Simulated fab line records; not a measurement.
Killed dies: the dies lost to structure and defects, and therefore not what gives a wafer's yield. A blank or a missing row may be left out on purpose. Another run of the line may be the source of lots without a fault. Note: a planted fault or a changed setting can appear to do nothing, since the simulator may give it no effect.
Problem report, 8D (eight disciplines) form, completed by code :: flow sky130 :: the parts of the form that need people (team, actions taken, sign-off) are left out

## 1. PROBLEM STATEMENT
killed-at-other at SKY_PAD_OPEN_PROBE_99 reads a mean of 60.4 on 9 wafers of 3 lots; wafers without a fault read 0.3 with a standard deviation of 0.52. So: +99 or more standard deviations from the usual mean.
Seen first at day 49 12:20 on prober-01, wafer L290.2. At this step, 39 wafers from 13 lots have a number in the record. By rule, "out" or "out of limits" means more than 4 standard deviations away from the usual mean. Any other wafer with a number is counted as sound.

## 2. WHAT THIS IS AND IS NOT
question: which readings at this step
is: killed-at-other, defect-limited-yield, killed-dies, sort-n-pass, sort-yield-pct
is not: killed_at_M0_to_M3, killed_at_M4_up, killed-at-contacts, killed-open

question: which lots
is: L290, L291, L293
is not: L275, L276, L277, L278, L280, L281, L287, L295, L296, L298

question: which wafers of those lots
is: all that have a number
is not: -

question: read on which tools
is: prober-01, prober-02
is not: -

question: when
is: from day 49 12:20
is not: up to then (21 sound wafers); but 9 sound wafers of L295, L296, L298 came after

## 3. SUSPECTS, AND WHAT RULES EACH OUT
Counting: a tool at any process step up to the reading remains a suspect when it ran all the lots that are out and ran no sound lot after the first of those.
- pecvd-02 at SKY_CAP2M_CVD_00 (deposits SiO2, target thk 15.5 nm): kept. All lots that are out passed through it, beginning with L290 at day 44 06:56, and no sound lot followed; its final sound lot before that point was L281 at day 41 09:19.
- pvd-sputter-04 at SKY_METAL5_SPUTTER_01 (material TiN, target thk 20 nm, time 16.7 s): kept. All lots that are out passed through it, beginning with L290 at day 47 01:49, and no sound lot followed; its final sound lot before that point was L281 at day 44 10:53.
- pvd-sputter-04 at SKY_METAL5_SPUTTER_02 (material AlCu, target thk 1150 nm, time 61.2 s): kept. All lots that are out passed through it, beginning with L290 at day 47 01:50, and no sound lot followed; its final sound lot before that point was L281 at day 44 10:55.
- pvd-sputter-04 at SKY_METAL5_SPUTTER_04 (material TiN, target thk 70 nm, time 58.3 s): kept. All lots that are out passed through it, beginning with L290 at day 47 01:55, and no sound lot followed; its final sound lot before that point was L281 at day 44 10:59.
Left after counting: pecvd-02 at SKY_CAP2M_CVD_00, pvd-sputter-04 at SKY_METAL5_SPUTTER_01, pvd-sputter-04 at SKY_METAL5_SPUTTER_02, pvd-sputter-04 at SKY_METAL5_SPUTTER_04.

## 4. THE CAUSE (what the simulator had put in)
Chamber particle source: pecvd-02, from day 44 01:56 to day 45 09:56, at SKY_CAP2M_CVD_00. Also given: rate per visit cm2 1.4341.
Counting leaves 4 suspects; this tool is one of them.

## 5. THE EFFECT CHAIN, in route order
Each row: a reading whose mean over the struck wafers that have a number lies more than 3 standard deviations from the usual. Only readings for which the record gives a usual standard deviation are gone through. hours: the time from each lot's start at the first step in this table that gives one to its start at this step, as a median over the lots. sigmas: the change in usual standard deviations.
hours: 0
step: SKY_PAD_OPEN_PROBE_99
reading: defect-limited-yield
usual: 82.9 %
on struck wafers: 71.3
change: -11.6
sigmas: -5.8

hours: 0
step: SKY_PAD_OPEN_PROBE_99
reading: killed-at-other
usual: 0.3
on struck wafers: 60.4
change: +60.1
sigmas: +99 or more

hours: 0
step: SKY_PAD_OPEN_PROBE_99
reading: killed-dies
usual: 84
on struck wafers: 141
change: +57
sigmas: +5.9

hours: 0
step: SKY_PAD_OPEN_PROBE_99
reading: sort_bin_3_pad_short
usual: 0.8 %
on struck wafers: 3.9
change: +3.1
sigmas: +7.5

hours: 0
step: SKY_PAD_OPEN_PROBE_99
reading: sort_bin_5_function
usual: 10.2 %
on struck wafers: 17.2
change: +7.0
sigmas: +4.7

hours: 0
step: SKY_PAD_OPEN_PROBE_99
reading: sort-n-pass
usual: 408
on struck wafers: 351
change: -57
sigmas: -5.9

hours: 0
step: SKY_PAD_OPEN_PROBE_99
reading: sort-yield-pct
usual: 82.9 %
on struck wafers: 71.3
change: -11.6
sigmas: -5.8
The process steps in it:
- SKY_PAD_OPEN_PROBE_99

## 6. HOW IT WOULD HAVE BEEN CAUGHT EARLIER
In this record the first reading out of limits was taken at day 49 12:20, 130 hours after the fault began at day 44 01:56.
Tool readings at SKY_CAP2M_CVD_00 with a usual standard deviation given in the record: none out on any struck wafer, hence no alarm at a limit of 4 standard deviations on them.
All the lots that are out (3) had begun SKY_CAP2M_CVD_00 on pecvd-02 by day 49 12:20. None of them would have been spared by holding the tool at that moment.
